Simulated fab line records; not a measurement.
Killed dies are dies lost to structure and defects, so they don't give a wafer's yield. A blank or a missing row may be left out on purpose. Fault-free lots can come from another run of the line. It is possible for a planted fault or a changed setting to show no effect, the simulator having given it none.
fab line records	flow sky130
record: lots: 6	wafers: 16	last_day: 50
route steps=708 shown METAL2@489 PAD_OPEN@708
lots that met no fault: from a run of the same line without faults
start_h: hours from the record's first day to the start of the lot's first wafer shown	wait_h: how many hours have passed since the lot's step before this one	" as in the row above	L1.1+2: a row that stands for several wafers	- value missing, or start not given	* or withheld: withheld	< > ~ a bound
route shown NAME@n: NAME is a module with steps in the file, n the number in the route of the first one	usual: average and standard deviation across the fault-free wafers	same: alike in all rows	chamber/n: place in a boat	sites: each site's reading	_std_site: how widely they spread, as a standard deviation	_edge_site: the outer-site mean with the inner-site mean subtracted	radius_mm: how far each site lies from the wafer's centre	mask NAME#n: copy n	behind: tool/chamber where the wafer was last shaped	hold: why the lot was held/for how many hours/how that ended	device: the n, p or np transistor that did not switch	end of line: the tests these same wafers got at the end of their route	a step given without rows: its recipe and nothing more	killed: the dies lost at the first sort to structure and to defects; this is not the yield of the wafer	map: dies across one wafer; x = killed, . = not, _ = none there
set.NAME: the setting that was run; set.NAME@STEP: the one run at that earlier step	model.NAME: the simulator's own value behind a step, which no gauge read
a table for each step, a row for each wafer; lots at some steps of the route
services: when a tool's chamber went out of use (start_h, in hours from the record's first day, below 0 if earlier), for how many hours, and the reason
== steps ==
step: SKY_METAL2_THK_MEAS_06
recipe: thk_meas_gauge: xrf	reads: AlCu_of_METAL2_SPUTTER_02
usual: METAL2_ALCU_THK: 247/3.2
lot.wafer	tool	chamber	start_h	wait_h	METAL2_ALCU_THK[nm]
L229.4	film_metro-01	-	803.49	0.1	249
L229.5	"	-	"	"	247
L229.6	"	-	"	"	250
L234.3	film_metro-04	-	834.89	0.1	245
L234.5	"	-	"	"	246
L237.1	film_metro-01	-	851.12	0.1	247
L237.5	"	-	"	"	248
L244.1	film_metro-04	-	911.10	0.1	243
L244.5	"	-	"	"	242
L244.6	"	-	"	"	244
L247.1	film_metro-02	-	929.87	0.1	248
L247.2	"	-	"	"	246
L247.5	"	-	"	"	248
L250.1	film_metro-02	-	949.32	0.1	242
L250.2	"	-	"	"	242
L250.6	"	-	"	"	247
step: SKY_METAL2_DEHYDRATE_07
recipe: temp_c: 200	time_s: 60
step: SKY_METAL2_HMDS_08
recipe: prime_time_s: 60	prime_temp_c: 120
step: SKY_METAL2_COAT_09
recipe: resist: BARC	temp_c: withheld	time_s: withheld	spin_rpm: 3000	resist_thk_nm: 60
step: SKY_METAL2_COAT_10
recipe: resist: KrF-thick	spin_rpm: 3000	resist_thk_nm: 450
step: SKY_METAL2_SOFTBAKE_11
recipe: temp_c: 100	time_s: 90	resist: KrF-thick
step: SKY_METAL2_EXPOSE_12
recipe: mask_id: MM2	na: 0.8	source_shape: annular	sigma_inner: 0.55	sigma_outer: 0.85	target_cd_nm: 140	dose_mj: 28
step: SKY_METAL2_PEB_13
recipe: peb_temp_c: withheld	peb_time_s: withheld	resist: KrF-thick
step: SKY_METAL2_DEVELOP_14
recipe: develop_time_s: 60	resist: KrF-thick	dev_temp_c: 21
step: SKY_METAL2_CD_MEAS_15
recipe: target_cd_nm: 140
usual: cd_nm: 139.7/1.7
lot.wafer	tool	chamber	start_h	wait_h	cd_nm
L229.4	cd_sem-01	-	829.78	-	139.6
L229.5	"	-	"	"	138.0
L229.6	"	-	"	"	139.5
L234.3	cd_sem-01	-	861.06	-	141.9
L234.5	"	-	"	"	142.2
L237.1	cd_sem-01	-	876.87	-	138.1
L237.5	"	-	"	"	137.2
L244.1	cd_sem-02	-	936.22	-	139.7
L244.5	"	-	"	"	139.6
L244.6	"	-	"	"	139.5
L247.1	cd_sem-01	-	954.54	-	139.8
L247.2	"	-	"	"	138.3
L247.5	"	-	"	"	139.8
L250.1	cd_sem-01	-	972.63	-	137.2
L250.2	"	-	"	"	139.0
L250.6	"	-	"	"	140.0
step: SKY_METAL2_OVL_MEAS_16
usual: METAL2_OVL: 1/4
lot.wafer	tool	chamber	start_h	wait_h	METAL2_OVL[nm]
L229.4	overlay-02	-	829.85	0.1	0
L229.5	"	-	"	"	2
L229.6	"	-	"	"	-1
L234.3	overlay-02	-	861.15	0.1	1
L234.5	"	-	"	"	-2
L237.1	overlay-01	-	876.99	0.1	7
L237.5	"	-	"	"	6
L244.1	overlay-02	-	936.34	0.1	1
L244.5	"	-	"	"	-3
L244.6	"	-	"	"	-4
L247.1	overlay-02	-	954.66	0.1	-9
L247.2	"	-	"	"	-5
L247.5	"	-	"	"	-1
L250.1	overlay-02	-	972.75	0.1	4
L250.2	"	-	"	"	2
L250.6	"	-	"	"	8
step: SKY_METAL2_DESCUM_17
recipe: chemistry: O2	source_power_w: 150	bias_power_w: 0	pressure_mtorr: 10	temp_c: 40	time_s: 8
usual: chamber_pressure_mTorr: 10.001/0.0078	drypump_motor_current_A: 5.8/0.49	oes_product_au: 1.002/0.011	rf_fwd_power_W: 147.1/0.75	temp_c: 39.99/0.12
same: time_s: 8
lot.wafer	tool	chamber	start_h	wait_h	chamber_pressure_mTorr	drypump_motor_current_A	oes_product_au	rf_fwd_power_W	rf_hours_counter_h	temp_c
L229.4	rie_metal-03	1	829.88	0.0	10.002	5.8	0.982	147.7	-	40.07
L229.5	"	0	"	"	10.020	5.3	0.997	145.8	-	40.08
L229.6	"	1	"	"	10.010	5.8	0.973	147.5	-	39.92
L234.3	rie_metal-03	0	861.18	0.0	10.007	5.3	1.002	145.8	-	39.91
L234.5	"	1	"	"	10.010	5.8	0.988	148.8	-	40.04
L237.1	rie_metal-03	1	877.02	0.0	9.986	5.8	0.974	147.0	18	39.98
L237.5	"	1	"	"	9.997	5.8	0.977	147.1	-	40.11
L244.1	rie_metal-02	1	936.37	0.0	10.007	6.3	1.008	146.9	3	40.01
L244.5	"	1	"	"	9.997	6.4	1.013	147.4	-	40.08
L244.6	"	1	"	"	9.993	6.4	1.018	147.8	-	39.85
L247.1	rie_metal-02	0	954.70	0.0	10.008	6.0	0.992	147.0	1	39.96
L247.2	"	1	"	"	9.999	6.4	1.020	146.9	4	40.19
L247.5	"	1	"	"	9.995	6.3	1.005	147.5	-	40.01
L250.1	rie_metal-02	1	972.78	0.0	9.998	6.4	1.013	147.5	5	39.91
L250.2	"	0	"	"	9.996	6.0	1.002	146.5	2	39.76
L250.6	"	1	"	"	10.000	6.4	1.009	147.5	-	39.94
step: SKY_METAL2_ETCH_18
recipe: chemistry: N2/H2	target: BARC	ion_energy_ev: 200	bias_w: 100	pressure_mtorr: 30	n2_flow_sccm: 100	h2_flow_sccm: 200	icp_w: 500	stop_on: SiO2	time_s: 45.9	target_depth_a: 600
usual: bias_w: 100.0/0.32	chamber_pressure_mTorr: 30.003/0.028	drypump_motor_current_A: 5.8/0.49	oes_product_au: 0.855/0.0045	rf_fwd_power_W: 495.0/2.1	throttle_valve_pct: 13.224/0.0079
same: time_s: 45.9
lot.wafer	tool	chamber	start_h	wait_h	bias_w	chamber_pressure_mTorr	drypump_motor_current_A	oes_product_au	rf_fwd_power_W	rf_hours_counter_h	throttle_valve_pct	model.KrF-thick_of_METAL2_COAT_10.thk_nm	model.METAL2.cd_nm
L229.4	rie_metal-03	1	829.92	0.0	99.9	30.026	5.8	0.858	496.8	-	13.215	394.8	140.5
L229.5	"	0	"	"	99.6	29.980	5.3	0.859	493.7	-	13.228	393.9	137.3
L229.6	"	1	"	"	99.6	30.002	5.7	0.854	499.0	-	13.225	394.8	140.5
L234.3	rie_metal-03	0	861.22	0.0	100.0	29.980	5.3	0.858	493.3	-	13.234	378.8	137.5
L234.5	"	1	"	"	100.0	29.998	5.8	0.856	494.5	-	13.220	395.9	142.9
L237.1	rie_metal-03	1	877.05	0.0	99.7	30.007	5.8	0.850	495.9	18	13.216	378.1	136.4
L237.5	"	1	"	"	99.9	30.048	5.8	0.853	498.3	-	13.210	393.3	138.1
L244.1	rie_metal-02	1	936.44	0.1	100.2	30.001	6.4	0.850	498.7	3	13.224	393.9	138.5
L244.5	"	1	"	"	100.1	29.994	6.3	0.853	498.6	-	13.218	395.2	139.1
L244.6	"	1	"	"	99.9	29.963	6.4	0.856	497.0	-	13.235	392.5	138.4
L247.1	rie_metal-02	0	954.73	0.0	100.1	29.989	6.0	0.861	491.7	1	13.225	393.2	139.2
L247.2	"	1	"	"	99.7	30.008	6.3	0.857	495.7	4	13.224	392	137.1
L247.5	"	1	"	"	100.2	29.998	6.3	0.862	498.0	-	13.221	392.2	138.8
L250.1	rie_metal-02	1	972.81	0.0	99.8	29.986	6.3	0.848	493.0	5	13.221	391.5	136.4
L250.2	"	0	"	"	99.6	29.997	6.0	0.857	493.4	2	13.233	391.3	138.1
L250.6	"	1	"	"	100.0	30.007	6.3	0.859	495.6	-	13.235	391.7	139.6
step: SKY_METAL2_METAL_ETCH_19
recipe: target_depth_a: 3600	stop_on: SiO2	over_etch_frac: 0.3	time_s: 78	chemistry: Cl2/BCl3	resist_sidewall_deg: 88	pressure_mtorr: 10	icp_w: 900	bias_w: 48.5	Cl2_flow_sccm: 60	bcl3_flow_sccm: 30
usual: bias_w: 48.48/0.16	chamber_pressure_mTorr: 10.001/0.0094	drypump_motor_current_A: 5.8/0.49	mfc_cl2_sccm: 60.00/0.2	oes_product_au: 0.852/0.0066	rf_fwd_power_W: 894.0/2.9	throttle_valve_pct: 22.265/0.0093
same: time_s: 78
lot.wafer	tool	chamber	start_h	wait_h	bias_w	chamber_pressure_mTorr	drypump_motor_current_A	mfc_cl2_sccm	oes_product_au	rf_fwd_power_W	rf_hours_counter_h	throttle_valve_pct	model.KrF-thick_of_METAL2_COAT_10.thk_nm
L229.4	rie_metal-03	1	830.00	0.1	48.48	10.008	5.8	59.82	0.852	889.9	-	22.265	169.2
L229.5	"	0	"	"	48.50	10.023	5.3	60.22	0.855	893.8	-	22.270	159.3
L229.6	"	1	"	"	48.83	10.023	5.7	59.99	0.857	894.2	-	22.280	169.5
L234.3	rie_metal-03	0	861.30	0.1	48.35	9.993	5.3	60.01	0.852	894.0	-	22.261	144.9
L234.5	"	1	"	"	48.40	10.005	5.8	59.96	0.856	892.8	-	22.257	166.7
L237.1	rie_metal-03	1	877.12	0.0	48.50	9.992	5.8	60.04	0.859	895.1	18	22.262	151.1
L237.5	"	1	"	"	48.58	9.999	5.8	60.06	0.847	898.0	-	22.272	163.4
L244.1	rie_metal-02	1	936.56	0.1	48.46	10.007	6.4	60.14	0.845	898.3	3	22.254	155.2
L244.5	"	1	"	"	48.17	10.018	6.4	59.91	0.835	890.8	-	22.250	156.3
L244.6	"	1	"	"	48.53	9.999	6.4	60.33	0.847	898.1	-	22.256	154.9
L247.1	rie_metal-02	0	954.79	0.0	48.36	10.009	6.0	59.89	0.851	892.2	1	22.269	158.9
L247.2	"	1	"	"	48.70	9.998	6.3	60.03	0.846	897.9	4	22.246	155
L247.5	"	1	"	"	48.74	10.002	6.4	59.79	0.859	890.5	-	22.256	153.5
L250.1	rie_metal-02	1	972.88	0.0	48.39	9.995	6.4	60.20	0.841	897.8	5	22.269	152.4
L250.2	"	0	"	"	48.40	10.008	6.0	59.86	0.846	888.2	2	22.262	157.6
L250.6	"	1	"	"	48.41	9.999	6.3	60.02	0.843	900.4	-	22.274	152.6
step: SKY_METAL2_STRIP_20
recipe: chemistry: O2/N2	power_w: 1400	pressure_mtorr: 1500	platen_temp_c: withheld	o2_flow_sccm: 3000	n2_flow_sccm: 300	overash_fraction: 0.5
usual: chamber_pressure_mTorr: 1500.1/1.4	drypump_motor_current_A: 5.68/0.26	oes_product_au: 0.343/0.005	strip_time_to_endpoint_s: 2.70/0.048
lot.wafer	tool	chamber	start_h	wait_h	chamber_pressure_mTorr	drypump_motor_current_A	oes_product_au	rf_hours_counter_h	strip_time_to_endpoint_s
L229.4	plasma_asher-04	0	830.09	0.1	1501.7	5.68	0.354	-	2.82
L229.5	"	0	"	"	1500.5	5.68	0.344	-	2.69
L229.6	"	1	"	"	1499.5	5.87	0.359	-	2.82
L234.3	plasma_asher-01	1	861.39	0.1	1498.7	5.81	0.346	-	2.55
L234.5	"	1	"	"	1499.2	5.81	0.342	-	2.79
L237.1	plasma_asher-01	0	877.21	0.1	1500.5	5.35	0.338	44	2.61
L237.5	"	1	"	"	1502.1	5.82	0.344	-	2.75
L244.1	plasma_asher-01	0	936.74	0.1	1499.3	5.34	0.349	49	2.66
L244.5	"	0	"	"	1499.6	5.34	0.342	-	2.66
L244.6	"	1	"	"	1498.8	5.82	0.335	-	2.65
L247.1	plasma_asher-04	0	954.88	0.1	1501.0	5.70	0.342	85	2.71
L247.2	"	1	"	"	1501.8	5.88	0.347	85	2.65
L247.5	"	0	"	"	1500.4	5.69	0.338	-	2.63
L250.1	plasma_asher-04	0	972.97	0.1	1499.3	5.68	0.338	86	2.63
L250.2	"	1	"	"	1500.4	5.86	0.336	86	2.68
L250.6	"	0	"	"	1500.9	5.69	0.337	-	2.63
step: SKY_PAD_OPEN_PROBE_99
usual: defect_limited_yield: 82.3/1.9	killed_at_M0_to_M3: 44/6.9	killed_at_M4_up: 3.3/2.1	killed_at_contacts: 24/4.8	killed_at_front_end: 15/4.4	killed_at_other: 0.2/0.48	killed_dies: 87/9.5	killed_open: 48/6.5	killed_short: 39/6.3	sort_bin_3_pad_short: 0.9/0.48	sort_bin_5_function: 10.5/1.5	sort_bin_6_memory: 6.3/1.1	sort_n_pass: 405/9.5	sort_yield_pct: 82.3/1.9
same: gross_dies: 492	killed_at_back_side: 0	sort_bin_4_leakage[%]: 0	sort_bin_8_speed[%]: 0
lot.wafer	tool	chamber	start_h	wait_h	defect_limited_yield[%]	killed_at_M0_to_M3	killed_at_M4_up	killed_at_contacts	killed_at_front_end	killed_at_other	killed_dies	killed_open	killed_short	sort_bin_3_pad_short[%]	sort_bin_5_function[%]	sort_bin_6_memory[%]	sort_n_pass	sort_yield_pct[%]
L229.4	prober-01	-	1084.68	0.2	79.7	43	4	35	18	0	100	52	48	0.6	12.4	7.3	392	79.7
L229.5	prober-01	-	1084.73	0.2	79.1	54	5	32	12	0	103	51	52	2.0	12.4	6.5	389	79.1
L229.6	prober-01	-	1084.78	0.2	84.1	35	5	20	18	0	78	41	37	0.6	9.6	5.7	414	84.1
L234.3	prober-01	-	1106.67	0.2	82.7	41	4	24	16	0	85	45	40	0.4	10.0	6.9	407	82.7
L234.5	prober-01	-	1106.77	0.2	78.7	48	7	22	28	0	105	53	50	1.2	13.4	6.7	387	78.7
killed by level:class
L229.4 CONTACT:geometric_particle:open=10 CONTACT:geometric_particle:short=9 LI_CONTACT:geometric_particle:open=8 VIA1:geometric_particle:open=8 FIELD_ISO:geometric_particle:short=7 METAL2:geometric_particle:short=7 LOCAL_INTERCONNECT:geometric_particle:short=6 VIA2:geometric_particle:open=6
L229.5 VIA1:geometric_particle:open=10 CONTACT:geometric_particle:open=9 CONTACT:geometric_particle:short=8 METAL1:geometric_particle:short=8 VIA1:geometric_particle:short=8 LI_CONTACT:geometric_particle:open=7 LOCAL_INTERCONNECT:geometric_particle:short=6 METAL2:geometric_particle:short=6
L229.6 CONTACT:geometric_particle:open=9 POLY_GATE:geometric_particle:open=7 VIA1:geometric_particle:open=7 FIELD_ISO:geometric_particle:open=5 VIA1:geometric_particle:short=5 CONTACT:geometric_particle:short=5 METAL1:geometric_particle:short=5 POLY_GATE:geometric_particle:short=4
L234.3 VIA1:geometric_particle:open=14 CONTACT:geometric_particle:open=9 LI_CONTACT:geometric_particle:open=6 POLY_GATE:geometric_particle:short=5 VIA1:geometric_particle:short=5 VIA2:geometric_particle:open=5 VIA3:geometric_particle:open=5 LOCAL_INTERCONNECT:geometric_particle:short=4
L234.5 VIA3:geometric_particle:open=11 CONTACT:geometric_particle:open=8 FIELD_ISO:geometric_particle:open=7 FIELD_ISO:geometric_particle:short=6 POLY_GATE:geometric_particle:short=6 VIA3:geometric_particle:short=6 POLY_GATE:geometric_particle:open=5 LI_CONTACT:geometric_particle:open=5
== services ==
tool	chamber	start_h	hours	kind
rie_metal-03	-	820.09	0.5	repair
rie_metal-02	-	830.88	2.8	pm
rie_metal-02	1	868.71	-	clean
rie_metal-02	1	868.71	21.3	scheduled_down
rie_metal-02	1	868.71	21.3	vent_cycle
rie_metal-03	1	886.46	-	clean
rie_metal-03	1	886.46	18.4	scheduled_down
rie_metal-03	1	886.46	18.4	vent_cycle
plasma_asher-04	-	895.76	11.9	repair
plasma_asher-01	-	913.27	14.6	pm
rie_metal-02	0	920.84	-	clean
rie_metal-02	0	920.84	20.3	scheduled_down
rie_metal-02	0	920.84	20.3	vent_cycle
plasma_asher-04	-	962.06	0.3	repair
== key ==
first_sign none at tools or gauges
model_effect: step: SKY_METAL2_ETCH_18	value: KrF-thick_of_METAL2_COAT_10.thk_nm	without: 393.9	struck: 378.5
model_effect: step: SKY_METAL2_METAL_ETCH_19	value: KrF-thick_of_METAL2_COAT_10.thk_nm	without: 163.4	struck: 148
met_at SKY_METAL2_ETCH_18
struck_wafers L234.3,L237.1
onset_between 829.92 861.22
fault: kind: process_parameter_drift	tool: rie_metal-03	chamber: -	onset_h: 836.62	steps: SKY_METAL2_ETCH_18	channel: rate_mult	offset: 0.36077	shape: step	end_h: 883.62	scope: struck_wafers_only
